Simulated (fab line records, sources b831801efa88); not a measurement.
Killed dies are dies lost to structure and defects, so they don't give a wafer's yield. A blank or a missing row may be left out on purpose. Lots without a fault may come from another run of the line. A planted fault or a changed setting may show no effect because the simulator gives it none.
Which tool did it? | flow gf180mcu | 13 lots, 39 wafers sampled, at 4 steps of a route of 602

WHAT THE GAUGES READ, wafer by wafer
GF_VT_IMPLANT_RS_MEAS_46: measures by four-point-probe.
lot  | measured     | on            | MVSD_RS (ohm/sq)
L790 | day 7 20:11  | film_metro-01 | 455.8 455.4 456.4
L791 | day 7 23:17  | film_metro-02 | 458.1 456.5 456.4
L792 | day 8 06:58  | film_metro-02 | 457.1 456.0 456.7
L794 | day 8 22:34  | film_metro-04 | 456.5 454.6 455.9
L796 | day 9 11:23  | film_metro-04 | 457.3 456.3 457.3
L799 | day 10 07:47 | film_metro-04 | 457.1 458.1 457.2
L800 | day 10 16:04 | film_metro-04 | 455.5 456.4 456.3
L802 | day 11 06:48 | film_metro-01 | 455.9 457.3 455.1
L805 | day 12 01:56 | film_metro-04 | 455.8 455.4 457.5
L806 | day 12 06:53 | film_metro-02 | 486.0 487.0 487.2
L807 | day 12 12:23 | film_metro-01 | 457.2 457.0 457.1
L811 | day 13 17:39 | film_metro-01 | 483.7 484.6 484.3
L812 | day 14 03:11 | film_metro-04 | 458.1 457.7 457.4

GF_V2_OVL_MEAS_15.
lot  | measured     | on         | V2_OVL (nm)
L790 | day 20 14:52 | overlay-02 | -4 -1 -8
L791 | day 20 22:21 | overlay-02 | -8 -1 -5
L792 | day 21 10:36 | overlay-01 | -1 0 -3
L794 | day 22 06:30 | overlay-01 | 8 6 0
L796 | day 22 21:15 | overlay-01 | -1 -5 -4
L799 | day 24 00:16 | overlay-02 | 7 3 9
L800 | day 24 11:48 | overlay-01 | -5 2 -3
L802 | day 25 02:18 | overlay-02 | 0 -2 1
L805 | day 26 01:24 | overlay-01 | -5 -5 2
L806 | day 26 03:28 | overlay-01 | 4 3 3
L807 | day 26 14:25 | overlay-02 | 2 -1 -2
L811 | day 27 15:33 | overlay-02 | -5 -9 -5
L812 | day 28 03:57 | overlay-01 | 1 7 9

WHICH TOOL RAN EACH LOT (tool, then ch and the chambers of the sampled wafers, then the start)
lot  | GF_MVSD_IMPLANT_09              | GF_M2_SPUTTER_02
L790 | implanter-03 ch 0, day 4 16:22  | pvd_sputter-01, day 18 11:44
L791 | implanter-04 ch 0, day 4 19:20  | pvd_sputter-04, day 18 18:48
L792 | implanter-02 ch 0, day 5 02:42  | pvd_sputter-04, day 19 07:42
L794 | implanter-04 ch 0, day 5 15:42  | pvd_sputter-04, day 20 05:15
L796 | implanter-02 ch 0, day 6 02:55  | pvd_sputter-02, day 20 19:35
L799 | implanter-03 ch 0, day 6 21:38  | pvd_sputter-01, day 22 01:18
L800 | implanter-03 ch 0, day 7 03:15  | pvd_sputter-04, day 22 12:24
L802 | implanter-04 ch 0, day 7 14:27  | pvd_sputter-02, day 23 04:40
L805 | implanter-04 ch 0, day 8 07:35  | pvd_sputter-04, day 24 04:41
L806 | implanter-03 ch 0, day 8 12:26  | pvd_sputter-04, day 24 07:35
L807 | implanter-02 ch 0, day 8 16:59  | pvd_sputter-02, day 24 19:24
L811 | implanter-03 ch 0, day 9 17:48  | pvd_sputter-02, day 25 20:41
L812 | implanter-02 ch 0, day 10 01:19 | pvd_sputter-04, day 26 09:34
- GF_MVSD_IMPLANT_09
- GF_M2_SPUTTER_02: material AlCu, target thk 450 nm, time 23.9 s.

WHAT THE TOOLS THEMSELVES READ (means of the sampled wafers that have a number; where no wafer has one, the mark that the record gives instead)
GF_MVSD_IMPLANT_09.
lot  | tool         | beam_on_s (s) | dose_ions_cm2 | faraday_current_uA
L790 | implanter-03 | 9.87          | 5e+12         | 28.6
L791 | implanter-04 | 10.06         | 5e+12         | 28.0
L792 | implanter-02 | 10.03         | 5e+12         | 28.1
L794 | implanter-04 | 9.98          | 5e+12         | 28.2
L796 | implanter-02 | 9.99          | 5e+12         | 28.3
L799 | implanter-03 | 9.72          | 5e+12         | 28.9
L800 | implanter-03 | 9.99          | 5e+12         | 28.3
L802 | implanter-04 | 10.04         | 5e+12         | 28.0
L805 | implanter-04 | 10.12         | 5e+12         | 27.9
L806 | implanter-03 | 9.93          | 3e+12         | 18.6
L807 | implanter-02 | 9.97          | 5e+12         | 28.3
L811 | implanter-03 | 10.17         | 3e+12         | 18.1
L812 | implanter-02 | 9.87          | 5e+12         | 28.6

GF_M2_SPUTTER_02.
lot  | tool           | throttle_valve_pct (%)
L790 | pvd_sputter-01 | 28.9
L791 | pvd_sputter-04 | 30.5
L792 | pvd_sputter-04 | 30.8
L794 | pvd_sputter-04 | 30.5
L796 | pvd_sputter-02 | 28.6
L799 | pvd_sputter-01 | 29.2
L800 | pvd_sputter-04 | 30.7
L802 | pvd_sputter-02 | 29.7
L805 | pvd_sputter-04 | 30.7
L806 | pvd_sputter-04 | 30.0
L807 | pvd_sputter-02 | 29.1
L811 | pvd_sputter-02 | 29.3
L812 | pvd_sputter-04 | 31.0

THE ANSWER, worked out from the rows above alone
Rule: what is usual is taken from the lots themselves. Put in order of their means at a reading, lots are off if they are a third of the lots or fewer, leave a main group of 4 or more, and stand apart from it by a gap of 3 or more times the standard deviation of the main group's means; of several such gaps the widest counts. A main group whose means are all the same, to the digits that the tables above print for the reading, isn't used. A lot without any number at a reading at which 4 lots or more have one is off too. The other lots that the step has rows for count as sound. The gauges are gone through in route order, then the tools' own readings, and for those a lot's mean is taken as printed above. The first step at which some lot is off is used, and at that step the reading that is off furthest; a lot without a number counts as furthest.
Off: L806, L811, at GF_VT_IMPLANT_RS_MEAS_46 (MVSD_RS). The main group: mean 456.6 ohm/sq, standard deviation 0.65.
A tool fits if, at a process step before that reading, it ran every lot that is off, and no sound lot after the first of them. The gauges at GF_VT_IMPLANT_RS_MEAS_46 aren't tried: what is off there is off at GF_MVSD_IMPLANT_09 too, on other tools, and a gauge's error can't cause that. One fits: implanter-03 at GF_MVSD_IMPLANT_09. Its last sound lot is L800 (day 7 03:15), its first lot that is off L806 (day 8 12:26): a fault that began between those two fits.
The tool's own readings at GF_MVSD_IMPLANT_09 bear it out: on the lots that are off they differ by more than 5 times the standard deviation of the sound lots' means. dose_ions_cm2 reads 3e+12 there against 5e+12 on the sound lots; faraday_current_uA reads 18.4 there against 28.3 on the sound lots.

WHAT THE SIMULATOR HAD PUT IN
Process parameter drift: implanter-03, from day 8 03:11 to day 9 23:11, at GF_MVSD_IMPLANT_09. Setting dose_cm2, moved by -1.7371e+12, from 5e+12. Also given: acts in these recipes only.
Lots struck among those shown: L806, L811. The rule above found the same.
